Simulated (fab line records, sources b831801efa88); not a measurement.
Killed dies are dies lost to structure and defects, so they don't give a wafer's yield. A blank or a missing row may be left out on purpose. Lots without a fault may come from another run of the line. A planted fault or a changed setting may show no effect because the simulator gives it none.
fab line records | flow sky130
record lots=6 wafers=18 last_day=50
route steps=708 shown DNWELL@35 PWDE@45 NWELL@56 PAD_OPEN@708
lots that met no fault: from a run of the same line without faults
start_h: hours from the record's first day to the start of the lot's first wafer shown | wait_h: hours since the lot's step before | " the same as in the row above | L1.1+2: a row that stands for several wafers | - no value, or no start given | * or withheld: withheld | < > ~ a bound
route shown NAME@n: a module of which the file shows steps, and the number in the route of the first | usual: mean/standard deviation of fault-free wafers | same: alike in all rows | chamber/n: place in a boat | sites: the reading at each site | _std_site: their standard deviation | _edge_site: outer sites' mean less inner sites' | radius_mm: how far each site lies from the wafer's centre | mask NAME#n: copy n | behind: the tool/chamber that last shaped the wafer | hold: why the lot was held/for how many hours/how that ended | device: the transistor (n, p or np) that didn't switch | end of line: the same wafers' tests at the end of the route | a step without rows: its recipe alone | killed: dies lost to structure and defects at the first sort, not the wafer's yield | map: a wafer's dies, x killed, . not, _ none there
set.NAME: the setting as run; set.NAME@STEP: as run at that earlier step | model.NAME: the simulator's own value behind a step, which no gauge read
lots at some steps of the route; a table a step, a row a wafer
services: from which hour (start_h, from the record's first day; less than 0 if before it) a tool's chamber was out of use, for how many hours, and why
## steps
# step SKY_DNWELL_DEHYDRATE_00
# recipe temp_c=200 time_s=60
# step SKY_DNWELL_HMDS_01
# recipe prime_time_s=60 prime_temp_c=120
# step SKY_DNWELL_COAT_02
# recipe spin_rpm=2000 resist_thk_nm=3000
# step SKY_DNWELL_SOFTBAKE_03
# recipe temp_c=110 time_s=withheld
# step SKY_DNWELL_EXPOSE_04
# recipe mask_id=DNM na=0.57 target_cd_nm=3000 dose_mj=222
# step SKY_DNWELL_PEB_05
# recipe temp_c=115 time_s=withheld
# step SKY_DNWELL_DEVELOP_06
# recipe wall_angle_deg=90 developer=TMAH develop_time_s=60 dev_temp_c=23
# step SKY_DNWELL_IMPLANT_07
# recipe species=P energy_kev=withheld dose_cm2=withheld tilt_deg=withheld
# step SKY_DNWELL_STRIP_08
# recipe chemistry=O2/N2 power_w=1400 pressure_mtorr=1500 platen_temp_c=withheld o2_flow_sccm=3000 n2_flow_sccm=300 overash_fraction=0.5
# usual drypump_motor_current_A=5.7/0.5 o2_flow_sccm=3002/8.4 oes_product_au=0.722/0.0048 strip_time_to_endpoint_s=36.93/0.1
# columns lot.wafer tool chamber start_h wait_h drypump_motor_current_A o2_flow_sccm oes_product_au rf_hours_counter_h strip_time_to_endpoint_s
L330.1 plasma_asher-03 0 57.02 0.1 6.5 2990 0.727 23 37.03
L330.2 " 1 " " 5.4 2996 0.720 23 37.06
L330.3 " 0 " " 6.5 2997 0.723 - 37.04
L333.3 plasma_asher-02 1 77.70 0.1 5.4 3016 0.719 - 36.98
L333.4 " 0 " " 5.5 2986 0.718 - 37.00
L333.6 " 0 " " 5.5 2995 0.718 - 36.91
L334.1 plasma_asher-02 1 81.02 0.1 5.4 3008 0.722 41 36.91
L334.4 " 0 " " 5.4 3002 0.722 - 36.83
L334.5 " 0 " " 5.5 2990 0.724 - 36.98
L340.2 plasma_asher-02 1 112.98 0.1 5.4 3001 0.722 44 36.97
L340.4 " 0 " " 5.5 3001 0.723 - 37.08
L340.6 " 0 " " 5.5 3003 0.726 - 37.00
L349.4 plasma_asher-03 0 158.65 0.1 6.5 2995 0.720 - 36.86
L349.5 " 0 " " 6.4 2999 0.724 - 36.95
L349.6 " 1 " " 5.4 2999 0.727 - 36.90
L350.1 plasma_asher-02 1 161.72 0.1 5.4 3006 0.720 49 36.90
L350.2 " 0 " " 5.5 2998 0.720 49 36.90
L350.6 " 1 " " 5.4 2999 0.718 - 36.91
# step SKY_DNWELL_TW_MEAS_09
# usual DNWELL_TW=1114/6.9
# columns lot.wafer tool chamber start_h wait_h DNWELL_TW
L330.1 film_metro-02 - 57.12 0.1 1112
L330.2 " - " " 1111
L330.3 " - " " 1115
L333.3 film_metro-03 - 77.79 0.1 1121
L333.4 " - " " 1116
L333.6 " - " " 1121
L334.1 film_metro-03 - 81.12 0.1 1117
L334.4 " - " " 1113
L334.5 " - " " 1111
L340.2 film_metro-03 - 113.09 0.1 1120
L340.4 " - " " 1117
L340.6 " - " " 1119
L349.4 film_metro-01 - 158.75 0.1 1122
L349.5 " - " " 1117
L349.6 " - " " 1118
L350.1 film_metro-01 - 161.82 0.1 1125
L350.2 " - " " 1126
L350.6 " - " " 1125
# step SKY_PWDE_DEHYDRATE_00
# recipe temp_c=200 time_s=60
# step SKY_PWDE_HMDS_01
# recipe prime_time_s=60 prime_temp_c=120
# step SKY_PWDE_COAT_02
# recipe spin_rpm=2000 resist_thk_nm=3000
# usual dispense_pressure_kPa=49/4.1 spin_speed_rpm=2000.0/1.2
# columns lot.wafer tool chamber start_h wait_h dispense_pressure_kPa spin_speed_rpm model.coat_of_PWDE_COAT_02.thk_nm
L330.1 litho_track-03 0 65.07 0.1 53 2000.4 3001
L330.2 " 0 " " 53 2002.7 3005
L330.3 " 0 " " 53 2000.1 2999
L333.3 litho_track-03 0 85.97 0.1 53 2001.7 3010
L333.4 " 0 " " 53 1999.5 3013
L333.6 " 0 " " 53 1998.0 3011
L334.1 litho_track-04 0 89.02 0.1 50 2000.2 2994
L334.4 " 0 " " 50 1998.1 2992
L334.5 " 0 " " 50 1999.9 2990
L340.2 litho_track-04 0 122.44 0.1 50 2001.4 2984
L340.4 " 0 " " 50 2001.2 2978
L340.6 " 0 " " 50 1999.9 2986
L349.4 litho_track-04 0 168.49 0.1 50 2000.9 3003
L349.5 " 0 " " 50 2001.2 2984
L349.6 " 0 " " 50 2000.4 513.4
L350.1 litho_track-04 0 172.07 0.1 50 1998.8 2982
L350.2 " 0 " " 50 2000.9 513.2
L350.6 " 0 " " 50 2001.8 513.7
# step SKY_PWDE_SOFTBAKE_03
# recipe temp_c=110 time_s=withheld
# step SKY_PWDE_EXPOSE_04
# recipe mask_id=PWDEM na=0.6 source_shape=conventional sigma_outer=0.6 polarization=unpolarized target_cd_nm=840 dose_mj=214
# step SKY_PWDE_PEB_05
# recipe temp_c=115 time_s=withheld
# step SKY_PWDE_DEVELOP_06
# recipe wall_angle_deg=90 developer=TMAH develop_time_s=60 dev_temp_c=23
# columns lot.wafer tool chamber start_h wait_h model.coat_of_PWDE_COAT_02.thk_nm
L330.1 litho_track-03 0 - - 2997
L330.2 " 0 " " 3001
L330.3 " 0 " " 2995
L333.3 litho_track-04 0 - - 3006
L333.4 " 0 " " 3009
L333.6 " 0 " " 3007
L334.1 litho_track-04 0 - - 2990
L334.4 " 0 " " 2988
L334.5 " 0 " " 2986
L340.2 litho_track-04 0 - - 2980
L340.4 " 0 " " 2974
L340.6 " 0 " " 2982
L349.4 litho_track-04 0 - - 2999
L349.5 " 0 " " 2979
L349.6 " 0 " " 509.1
L350.1 litho_track-01 0 - - 2977
L350.2 " 0 " " 508.9
L350.6 " 0 " " 509.4
# step SKY_PWDE_OVL_MEAS_07
# usual PWDE_OVL=0.2/1.5
# columns lot.wafer tool chamber start_h wait_h PWDE_OVL[nm]
L330.1 overlay-01 - 73.22 - 1.2
L330.2 " - " " 2.3
L330.3 " - " " 0.6
L333.3 overlay-01 - 94.88 - -1.1
L333.4 " - " " -1.6
L333.6 " - " " -0.5
L334.1 overlay-02 - 98.02 - 0.2
L334.4 " - " " -0.5
L334.5 " - " " 0.1
L340.2 overlay-02 - 132.07 - -0.8
L340.4 " - " " -0.8
L340.6 " - " " 0.1
L349.4 overlay-02 - 178.84 - 0.8
L349.5 " - " " -0.9
L349.6 " - " " 0.1
L350.1 overlay-01 - 181.86 - 1.3
L350.2 " - " " 1.9
L350.6 " - " " 0.4
# step SKY_PWDE_IMPLANT_08
# recipe species=B energy_kev=150 dose_cm2=3.6e+12 tilt_deg=withheld
# step SKY_PWDE_STRIP_09
# recipe chemistry=O2/N2 power_w=1400 pressure_mtorr=1500 platen_temp_c=withheld o2_flow_sccm=3000 n2_flow_sccm=300 overash_fraction=0.5
# usual drypump_motor_current_A=5.6/0.47 o2_flow_sccm=2999/8.1 oes_product_au=0.722/0.0048 strip_time_to_endpoint_s=36.87/0.11
# columns lot.wafer tool chamber start_h wait_h drypump_motor_current_A o2_flow_sccm oes_product_au rf_hours_counter_h strip_time_to_endpoint_s
L330.1 plasma_asher-02 0 73.41 0.1 5.5 3008 0.727 40 36.92
L330.2 " 1 " " 5.4 2992 0.715 40 36.98
L330.3 " 0 " " 5.5 2994 0.718 - 36.89
L333.3 plasma_asher-01 0 95.09 0.1 6.5 2997 0.725 - 37.03
L333.4 " 1 " " 5.4 3006 0.722 - 37.07
L333.6 " 0 " " 6.6 3008 0.726 - 37.03
L334.1 plasma_asher-02 0 98.20 0.1 5.5 3002 0.718 42 36.83
L334.4 " 0 " " 5.5 2989 0.716 - 36.83
L334.5 " 0 " " 5.5 2992 0.721 - 36.79
L340.2 plasma_asher-02 0 132.25 0.1 5.5 3011 0.721 46 36.73
L340.4 " 1 " " 5.4 2996 0.727 - 36.66
L340.6 " 1 " " 5.4 3004 0.717 - 36.74
L349.4 plasma_asher-01 0 179.04 0.1 6.6 3009 0.719 - 36.94
L349.5 " 0 " " 6.5 3011 0.724 - 36.71
L349.6 " 1 " " 5.4 3005 0.531 - 7.24
L350.1 plasma_asher-02 0 182.05 0.1 5.5 3003 0.732 51 36.68
L350.2 " 1 " " 5.4 3003 0.541 51 7.23
L350.6 " 1 " " 5.4 2995 0.539 - 7.25
# step SKY_PWDE_TW_MEAS_10
# usual PWDE_TW=373.8/2.6
# columns lot.wafer tool chamber start_h wait_h PWDE_TW
L330.1 film_metro-02 - 73.51 0.1 369.0
L330.2 " - " " 369.1
L330.3 " - " " 371.1
L333.3 film_metro-03 - 95.18 0.1 373.6
L333.4 " - " " 373.8
L333.6 " - " " 371.9
L334.1 film_metro-03 - 98.30 0.1 373.5
L334.4 " - " " 373.3
L334.5 " - " " 375.3
L340.2 film_metro-03 - 132.36 0.1 375.8
L340.4 " - " " 374.4
L340.6 " - " " 377.9
L349.4 film_metro-03 - 179.13 0.1 374.7
L349.5 " - " " 374.3
L349.6 " - " " 376.7
L350.1 film_metro-03 - 182.15 0.1 378.2
L350.2 " - " " 375.5
L350.6 " - " " 375.1
# step SKY_NWELL_DEHYDRATE_03
# recipe temp_c=200 time_s=60
# step SKY_NWELL_HMDS_04
# recipe prime_time_s=60 prime_temp_c=120
# step SKY_NWELL_COAT_05
# recipe spin_rpm=2000 resist_thk_nm=3000
# step SKY_NWELL_SOFTBAKE_06
# recipe temp_c=110 time_s=withheld
# step SKY_NWELL_EXPOSE_07
# recipe mask_id=NWM na=0.6 source_shape=conventional sigma_outer=0.6 polarization=unpolarized target_cd_nm=840 dose_mj=255
# step SKY_NWELL_PEB_08
# recipe temp_c=115 time_s=withheld
# step SKY_NWELL_DEVELOP_09
# recipe wall_angle_deg=90 developer=TMAH develop_time_s=60 dev_temp_c=23
# step SKY_NWELL_OVL_MEAS_10
# usual NWELL_00_OVL=-0.2/1.3
# columns lot.wafer tool chamber start_h wait_h NWELL_00_OVL[nm]
L330.1 overlay-02 - 90.63 - -0.1
L330.2 " - " " 0.7
L330.3 " - " " 0.5
L333.3 overlay-02 - 113.78 - 1.6
L333.4 " - " " -0.1
L333.6 " - " " -0.9
L334.1 overlay-02 - 116.22 - -0.5
L334.4 " - " " -0.4
L334.5 " - " " -0.9
L340.2 overlay-02 - 151.37 - -0.3
L340.4 " - " " -0.7
L340.6 " - " " -1.2
L349.4 overlay-02 - 200.45 - -0.6
L349.5 " - " " -1.0
L349.6 " - " " 0.6
L350.1 overlay-01 - 203.52 - 0.6
L350.2 " - " " 0.4
L350.6 " - " " 1.8
# step SKY_NWELL_IMPLANT_11
# recipe species=P energy_kev=400 dose_cm2=1.9e+13 tilt_deg=withheld
# step SKY_NWELL_IMPLANT_12
# recipe species=P energy_kev=120 dose_cm2=1.3e+12 tilt_deg=withheld
# step SKY_NWELL_IMPLANT_13
# recipe species=P energy_kev=50 dose_cm2=7e+11 tilt_deg=withheld
# step SKY_NWELL_STRIP_14
# recipe chemistry=O2/N2 power_w=1400 pressure_mtorr=1500 platen_temp_c=withheld o2_flow_sccm=3000 n2_flow_sccm=300 overash_fraction=0.5
# usual drypump_motor_current_A=5.7/0.56 o2_flow_sccm=3001/10 oes_product_au=0.722/0.0044 strip_time_to_endpoint_s=36.95/0.11
# columns lot.wafer tool chamber start_h wait_h drypump_motor_current_A o2_flow_sccm oes_product_au rf_hours_counter_h strip_time_to_endpoint_s
L330.1 plasma_asher-01 0 91.12 0.1 6.6 2994 0.720 39 36.88
L330.2 " 1 " " 5.4 3013 0.719 39 36.82
L330.3 " 0 " " 6.5 3003 0.724 - 36.83
L333.3 plasma_asher-04 1 114.29 0.1 5.3 2994 0.726 - 36.80
L333.4 " 0 " " 5.3 3016 0.727 - 36.91
L333.6 " 0 " " 5.3 2992 0.717 - 36.93
L334.1 plasma_asher-04 0 116.71 0.1 5.3 2997 0.725 43 37.01
L334.4 " 1 " " 5.3 2994 0.717 - 37.12
L334.5 " 0 " " 5.3 2998 0.723 - 36.96
L340.2 plasma_asher-03 0 151.85 0.1 6.5 2996 0.730 32 36.82
L340.4 " 0 " " 6.4 3010 0.721 - 36.69
L340.6 " 0 " " 6.4 3003 0.724 - 36.89
L349.4 plasma_asher-01 1 200.95 0.1 5.4 3014 0.726 - 36.91
L349.5 " 0 " " 6.6 3000 0.720 - 36.88
L349.6 " 1 " " 5.4 2994 0.729 - 37.01
L350.1 plasma_asher-01 1 204.00 0.1 5.4 3011 0.722 8 36.99
L350.2 " 0 " " 6.6 3001 0.727 8 37.05
L350.6 " 1 " " 5.4 2988 0.715 - 36.97
# step SKY_NWELL_TW_MEAS_15
# usual NWELL_TW=1820/12
# columns lot.wafer tool chamber start_h wait_h NWELL_TW
L330.1 film_metro-02 - 91.24 0.1 1797
L330.2 " - " " 1811
L330.3 " - " " 1810
L333.3 film_metro-03 - 114.38 0.1 1824
L333.4 " - " " 1826
L333.6 " - " " 1820
L334.1 film_metro-02 - 116.81 0.1 1810
L334.4 " - " " 1801
L334.5 " - " " 1804
L340.2 film_metro-01 - 151.96 0.1 1831
L340.4 " - " " 1831
L340.6 " - " " 1841
L349.4 film_metro-01 - 201.05 0.1 1816
L349.5 " - " " 1811
L349.6 " - " " 1825
L350.1 film_metro-01 - 204.10 0.1 1826
L350.2 " - " " 1822
L350.6 " - " " 1825
# step SKY_NWELL_DEHYDRATE_16
# recipe temp_c=200 time_s=60
# step SKY_NWELL_HMDS_17
# recipe prime_time_s=60 prime_temp_c=120
# step SKY_NWELL_COAT_18
# recipe spin_rpm=2000 resist_thk_nm=3000
# step SKY_NWELL_SOFTBAKE_19
# recipe temp_c=110 time_s=withheld
# step SKY_NWELL_EXPOSE_20
# recipe mask_id=NWM_COMPLEMENT na=0.6 source_shape=conventional sigma_outer=0.6 polarization=unpolarized target_cd_nm=840 dose_mj=260
# step SKY_NWELL_PEB_21
# recipe temp_c=115 time_s=withheld
# step SKY_NWELL_DEVELOP_22
# recipe wall_angle_deg=90 developer=TMAH develop_time_s=60 dev_temp_c=23
# step SKY_NWELL_OVL_MEAS_23
# usual NWELL_01_OVL=-0.1/1.7
# columns lot.wafer tool chamber start_h wait_h NWELL_01_OVL[nm]
L330.1 overlay-02 - 109.37 - -0.7
L330.2 " - " " 2.3
L330.3 " - " " -0.5
L333.3 overlay-01 - 132.88 - 2.4
L333.4 " - " " 2.1
L333.6 " - " " 2.7
L334.1 overlay-02 - 135.67 - -1.3
L334.4 " - " " -2.2
L334.5 " - " " -1.2
L340.2 overlay-02 - 172.12 - -1.5
L340.4 " - " " 0.3
L340.6 " - " " -1.2
L349.4 overlay-02 - 223.20 - 1.8
L349.5 " - " " -0.4
L349.6 " - " " 0.1
L350.1 overlay-02 - 225.67 - 0.2
L350.2 " - " " -1.4
L350.6 " - " " 1.1
# step SKY_NWELL_TW_MEAS_26
# usual NWELL_2_TW=498/3.2
# columns lot.wafer tool chamber start_h wait_h NWELL_2_TW
L330.1 film_metro-03 - 109.65 0.1 495
L330.2 " - " " 499
L330.3 " - " " 495
L333.3 film_metro-03 - 133.17 0.1 499
L333.4 " - " " 498
L333.6 " - " " 496
L334.1 film_metro-03 - 135.96 0.1 499
L334.4 " - " " 502
L334.5 " - " " 502
L340.2 film_metro-03 - 172.41 0.1 500
L340.4 " - " " 499
L340.6 " - " " 500
L349.4 film_metro-03 - 223.50 0.1 500
L349.5 " - " " 498
L349.6 " - " " 534
L350.1 film_metro-02 - 225.95 0.1 490
L350.2 " - " " 526
L350.6 " - " " 526
# step SKY_PAD_OPEN_PROBE_99
# usual killed_at_M0_to_M3=42/6.1 killed_at_M4_up=3.4/2 killed_at_contacts=23/4.8 killed_at_front_end=15/3.8 killed_at_other=0.3/0.48 killed_dies=84/8.5 killed_on_rim=16/3.9 killed_open=46/6.8 killed_short=38/6.2
# same gross_dies=492 killed_at_back_side=0
# columns lot.wafer tool chamber start_h wait_h killed_at_M0_to_M3 killed_at_M4_up killed_at_contacts killed_at_front_end killed_at_other killed_dies killed_on_rim killed_open killed_short
L330.1 prober-02 - 1083.64 0.1 52 5 17 19 0 93 26 50 42
L330.2 prober-02 - 1083.69 0.1 53 3 15 15 0 86 14 42 44
L330.3 prober-02 - 1083.74 0.2 46 2 31 16 0 95 20 55 39
L333.3 prober-01 - 1110.64 0.2 49 3 29 23 0 104 22 62 42
L333.4 prober-01 - 1110.69 0.2 41 4 29 16 1 91 17 58 33
L333.6 prober-01 - 1110.79 0.2 54 7 17 14 0 92 25 49 43
L340.2 prober-02 - 1144.93 0.1 38 2 19 9 0 68 12 34 34
L340.4 prober-02 - 1145.03 0.2 48 3 18 17 1 87 20 38 47
L340.6 prober-02 - 1145.13 0.2 42 0 18 21 0 81 9 41 40
L349.4 prober-02 - 1188.64 0.2 48 3 18 14 0 83 13 40 43
L349.5 prober-02 - 1188.69 0.2 38 4 22 18 0 82 14 38 44
L349.6 prober-02 - 1188.74 0.2 53 1 22 414 2 492 96 51 43
L350.2 prober-01 - 1192.22 0.1 41 1 25 425 0 492 96 35 48
L350.6 prober-01 - 1192.42 0.2 47 4 25 415 1 492 96 53 43
# killed by level:class
L330.1 VIA1:geometric_particle:short=11 VIA1:geometric_particle:open=8 VIA2:geometric_particle:open=8 FIELD_ISO:geometric_particle:open=7 CONTACT:geometric_particle:open=7 METAL2:geometric_particle:short=6 VIA3:geometric_particle:open=6 LI_CONTACT:geometric_particle:open=5
L330.2 VIA3:geometric_particle:open=9 VIA1:geometric_particle:open=9 VIA2:geometric_particle:open=7 CONTACT:geometric_particle:open=6 METAL2:geometric_particle:short=6 METAL1:geometric_particle:short=5 VIA3:geometric_particle:short=5 FIELD_ISO:geometric_particle:short=4
L330.3 CONTACT:geometric_particle:open=15 VIA1:geometric_particle:open=11 VIA3:geometric_particle:open=8 VIA2:geometric_particle:open=7 FIELD_ISO:geometric_particle:short=6 LI_CONTACT:geometric_particle:short=5 LI_CONTACT:geometric_particle:open=4 LOCAL_INTERCONNECT:geometric_particle:short=4
L333.3 CONTACT:geometric_particle:open=14 VIA1:geometric_particle:open=14 LI_CONTACT:geometric_particle:open=8 FIELD_ISO:geometric_particle:short=7 FIELD_ISO:geometric_particle:open=6 VIA1:geometric_particle:short=6 POLY_GATE:geometric_particle:open=6 VIA2:geometric_particle:open=5
L333.4 VIA1:geometric_particle:open=14 CONTACT:geometric_particle:open=11 LI_CONTACT:geometric_particle:open=6 CONTACT:geometric_particle:short=6 VIA3:geometric_particle:open=6 POLY_GATE:geometric_particle:open=5 FIELD_ISO:geometric_particle:open=4 FIELD_ISO:geometric_particle:short=4
L333.6 VIA1:geometric_particle:open=18 METAL1:geometric_particle:short=7 POLY_GATE:geometric_particle:open=6 LI_CONTACT:geometric_particle:open=6 METAL4:geometric_particle:short=6 VIA1:geometric_particle:short=5 VIA3:geometric_particle:open=5 METAL2:geometric_particle:short=4
L340.2 METAL1:geometric_particle:short=9 CONTACT:geometric_particle:open=8 LI_CONTACT:geometric_particle:open=5 VIA1:geometric_particle:open=5 VIA1:geometric_particle:short=5 METAL2:geometric_particle:short=4 CONTACT:geometric_particle:short=3 METAL1:geometric_particle:open=3
L340.4 METAL2:geometric_particle:short=12 VIA1:geometric_particle:open=9 VIA2:geometric_particle:open=8 POLY_GATE:geometric_particle:open=6 LI_CONTACT:geometric_particle:open=6 METAL1:geometric_particle:short=6 LOCAL_INTERCONNECT:geometric_particle:short=5 CONTACT:geometric_particle:short=5
L340.6 FIELD_ISO:geometric_particle:short=9 VIA1:geometric_particle:open=9 VIA3:geometric_particle:open=8 LI_CONTACT:geometric_particle:open=7 METAL2:geometric_particle:short=7 FIELD_ISO:geometric_particle:open=5 POLY_GATE:geometric_particle:short=5 CONTACT:geometric_particle:open=5
L349.4 METAL1:geometric_particle:short=10 CONTACT:geometric_particle:open=8 VIA2:geometric_particle:open=7 VIA3:geometric_particle:open=6 VIA1:geometric_particle:open=6 FIELD_ISO:geometric_particle:open=5 VIA1:geometric_particle:short=5 FIELD_ISO:geometric_particle:short=4
L349.5 VIA1:geometric_particle:open=10 FIELD_ISO:geometric_particle:short=7 VIA2:geometric_particle:open=7 LOCAL_INTERCONNECT:geometric_particle:short=7 CONTACT:geometric_particle:open=7 CONTACT:geometric_particle:short=5 POLY_GATE:geometric_particle:short=4 METAL2:geometric_particle:short=4
L349.6 PWDE:area_expose=398 METAL1:geometric_particle:short=11 CONTACT:geometric_particle:open=9 VIA2:geometric_particle:open=7 VIA1:geometric_particle:open=7 METAL2:geometric_particle:short=6 FIELD_ISO:geometric_particle:open=6 LI_CONTACT:geometric_particle:open=6
L350.2 PWDE:area_expose=409 VIA1:geometric_particle:short=8 LI_CONTACT:geometric_particle:open=7 CONTACT:geometric_particle:open=7 METAL2:geometric_particle:short=7 LOCAL_INTERCONNECT:geometric_particle:short=6 FIELD_ISO:geometric_particle:short=5 METAL1:geometric_particle:short=5
L350.6 PWDE:area_expose=395 VIA1:geometric_particle:open=15 VIA2:geometric_particle:open=10 CONTACT:geometric_particle:open=7 FIELD_ISO:geometric_particle:open=6 CONTACT:geometric_particle:short=6 LOCAL_INTERCONNECT:geometric_particle:short=6 POLY_GATE:geometric_particle:short=5
# map L349.6 (x killed, . not)
__________xxxxxxxxxx_________
________xxxxxxxxxxxxxx_______
______xxxxxxxxxxxxxxxxxx_____
_____xxxxxxxxxxxxxxxxxxxx____
____xxxxxxxxxxxxxxxxxxxxxx___
___xxxxxxxxxxxxxxxxxxxxxxxx__
__xxxxxxxxxxxxxxxxxxxxxxxxxx_
_xxxxxxxxxxxxxxxxxxxxxxxxxxxx
_xxxxxxxxxxxxxxxxxxxxxxxxxxxx
_xxxxxxxxxxxxxxxxxxxxxxxxxxxx
_xxxxxxxxxxxxxxxxxxxxxxxxxxxx
_xxxxxxxxxxxxxxxxxxxxxxxxxxxx
_xxxxxxxxxxxxxxxxxxxxxxxxxxxx
_xxxxxxxxxxxxxxxxxxxxxxxxxxxx
_xxxxxxxxxxxxxxxxxxxxxxxxxxxx
__xxxxxxxxxxxxxxxxxxxxxxxxxx_
___xxxxxxxxxxxxxxxxxxxxxxxx__
____xxxxxxxxxxxxxxxxxxxxxx___
_____xxxxxxxxxxxxxxxxxxxx____
______xxxxxxxxxxxxxxxxxx_____
________xxxxxxxxxxxxxx_______
__________xxxxxxxxxx_________
# map L350.2 (x killed, . not)
__________xxxxxxxxxx_________
________xxxxxxxxxxxxxx_______
______xxxxxxxxxxxxxxxxxx_____
_____xxxxxxxxxxxxxxxxxxxx____
____xxxxxxxxxxxxxxxxxxxxxx___
___xxxxxxxxxxxxxxxxxxxxxxxx__
__xxxxxxxxxxxxxxxxxxxxxxxxxx_
_xxxxxxxxxxxxxxxxxxxxxxxxxxxx
_xxxxxxxxxxxxxxxxxxxxxxxxxxxx
_xxxxxxxxxxxxxxxxxxxxxxxxxxxx
_xxxxxxxxxxxxxxxxxxxxxxxxxxxx
_xxxxxxxxxxxxxxxxxxxxxxxxxxxx
_xxxxxxxxxxxxxxxxxxxxxxxxxxxx
_xxxxxxxxxxxxxxxxxxxxxxxxxxxx
_xxxxxxxxxxxxxxxxxxxxxxxxxxxx
__xxxxxxxxxxxxxxxxxxxxxxxxxx_
___xxxxxxxxxxxxxxxxxxxxxxxx__
____xxxxxxxxxxxxxxxxxxxxxx___
_____xxxxxxxxxxxxxxxxxxxx____
______xxxxxxxxxxxxxxxxxx_____
________xxxxxxxxxxxxxx_______
__________xxxxxxxxxx_________
## services
# columns tool chamber start_h hours kind
plasma_asher-01 - 108.83 9.0 pm
plasma_asher-01 0 108.83 9.0 vent_cycle
plasma_asher-01 1 108.83 9.0 vent_cycle
plasma_asher-01 0 117.83 - clean
plasma_asher-01 1 117.83 - clean
litho_track-03 - 119.04 - consumable_replace:filter
plasma_asher-02 - 125.23 0.4 repair
plasma_asher-03 - 181.63 1.3 repair
plasma_asher-01 - 184.97 2.3 repair
## key
first_sign step=SKY_PWDE_STRIP_09 reading=strip_time_to_endpoint_s direction=down sigmas=99+ usual=* struck=*
effect step=SKY_PWDE_STRIP_09 reading=oes_product_au direction=down sigmas=38 usual=0.722 struck=0.537
effect step=SKY_NWELL_TW_MEAS_26 reading=NWELL_2_TW direction=up sigmas=9.7 usual=498 struck=529
effect step=SKY_PAD_OPEN_PROBE_99 reading=killed_at_front_end direction=up sigmas=99+ usual=15 struck=418
model_effect step=SKY_PWDE_COAT_02 value=coat_of_PWDE_COAT_02.thk_nm without=2991 struck=513.4
model_effect step=SKY_PWDE_DEVELOP_06 value=coat_of_PWDE_COAT_02.thk_nm without=2987 struck=509.1
more_kills_born_at SKY_PWDE_EXPOSE_04@iline_stepper-02=1202
met_at SKY_PWDE_COAT_02
struck_wafers L349.6,L350.2,L350.6
tester_left_out L349,L350
onset_between 122.44 168.49
fault kind=process_parameter_drift tool=litho_track-04 chamber=- onset_h=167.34 steps=SKY_PWDE_COAT_02 channel=resist_thk_nm offset=-2485.1 shape=step end_h=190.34 scope=struck_wafers_only acts_in=these_recipes_only stated=3000
# tester_left_out: of these lots the tester's yield and bins aren't shown, on N5 and GAA mostly nor the transistor test; their killed dies are dies lost to structure and defects alone, not to doping, threshold or leakage, so they don't give the yield
